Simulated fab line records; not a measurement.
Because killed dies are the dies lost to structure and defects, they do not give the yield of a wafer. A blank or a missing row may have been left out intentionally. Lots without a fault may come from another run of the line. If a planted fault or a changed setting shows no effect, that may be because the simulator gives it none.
8D (eight disciplines) problem report, filled in by code / flow gf180mcu / the parts of the form that need people (team, actions taken, sign-off) are left out

1. PROBLEM STATEMENT
Mean MVPSD_TW at GF_MVPSD_TW_MEAS_11: 564.5 over 6 wafers in 2 lots; fault-free wafers: 549.0, standard deviation 2.7. Measured from the usual mean, that is +5.7 standard deviations.
Seen first at day 9 07:15 on film_metro-02, wafer L943.1. At this step, 39 wafers from 13 lots have a number in the record. The rule behind "out" and "out of limits": a value lying over 4 standard deviations away from the usual mean. The other wafers with a number count as sound.

2. WHAT IT IS; WHAT IT IS NOT
question=which readings at this step; is=MVPSD_TW; is not=-
question=which lots; is=L943, L944; is not=L926, L927, L928, L932, L933, L934, L935, L936, L937, L938, L940
question=which wafers of those lots; is=all that have a number; is not=-
question=read on which gauges; is=film_metro-02; is not=film_metro-01, film_metro-04
question=when; is=from day 9 07:15; is not=up to then (33 sound wafers)

3. SUSPECTS, AND WHAT RULES EACH OUT
Counting: a tool at any process step up to the reading remains a suspect when it ran all the lots that are out and ran no sound lot after the first of those.
- ruled out: the gauge at GF_MVPSD_TW_MEAS_11. All the wafers that are out were read on film_metro-02, but those of them that GF_MVPSD_IMPLANT_09 has rows for are out there too, on other tools.
- implanter-03 at GF_MVPSD_IMPLANT_09: kept. All lots that are out passed through it, beginning with L943 at day 9 07:00, and no sound lot followed; its final sound lot before that point was L940 at day 8 12:24. Its own tilt_deg readings are out on those wafers.
Remaining after the count: implanter-03 at GF_MVPSD_IMPLANT_09.

4. THE CAUSE (what the simulator had put in)
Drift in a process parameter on implanter-03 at GF_MVPSD_IMPLANT_09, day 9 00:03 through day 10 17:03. Setting tilt_deg shifted by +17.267 from 0. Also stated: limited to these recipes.
The count eliminated every tool but this one.

5. SEQUENCE OF EFFECTS, ordered by route
Each row: a reading where the mean over the struck wafers with a number is more than 3 standard deviations away from the usual. Scope: only readings with a usual standard deviation given in the record; hours: median across lots of the time from each lot's start at the first step in this table that gives one to its start at this step; sigmas: change in usual standard deviations.
hours=0; step=GF_MVPSD_IMPLANT_09; reading=tilt_deg; usual=-0.002 degrees; on struck wafers=17.263; change=+17.265; sigmas=+99 or more
hours=0; step=GF_MVPSD_TW_MEAS_11; reading=MVPSD_TW; usual=549.0; on struck wafers=564.5; change=+15.5; sigmas=+5.7
Its process steps:
- GF_MVPSD_IMPLANT_09
Readings that are blank on the struck wafers while sound wafers have them: MVPSD_RS at GF_VT_IMPLANT_RS_MEAS_49.
Later steps that measure or inspect, where all struck wafers having a row at the step show a number for every such reading and not one has moved that far: GF_VT_IMPLANT_OVL_MEAS_29, GF_HV_LDD_OVL_MEAS_32.

6. WHAT WOULD HAVE CAUGHT IT SOONER
7 hours passed between the start of the fault at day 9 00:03 and the first reading out of limits at a measuring or inspecting step in this record, taken at day 9 07:15.
The tool's own readings at GF_MVPSD_IMPLANT_09 were out on every struck wafer that the step has a row for (tilt_deg): an alarm limit on them would have fired on the first of those.
L944, from the lots that are out (2), started GF_MVPSD_IMPLANT_09 on implanter-03 later than day 9 07:15. Had the tool been put on hold then, it would have been spared.
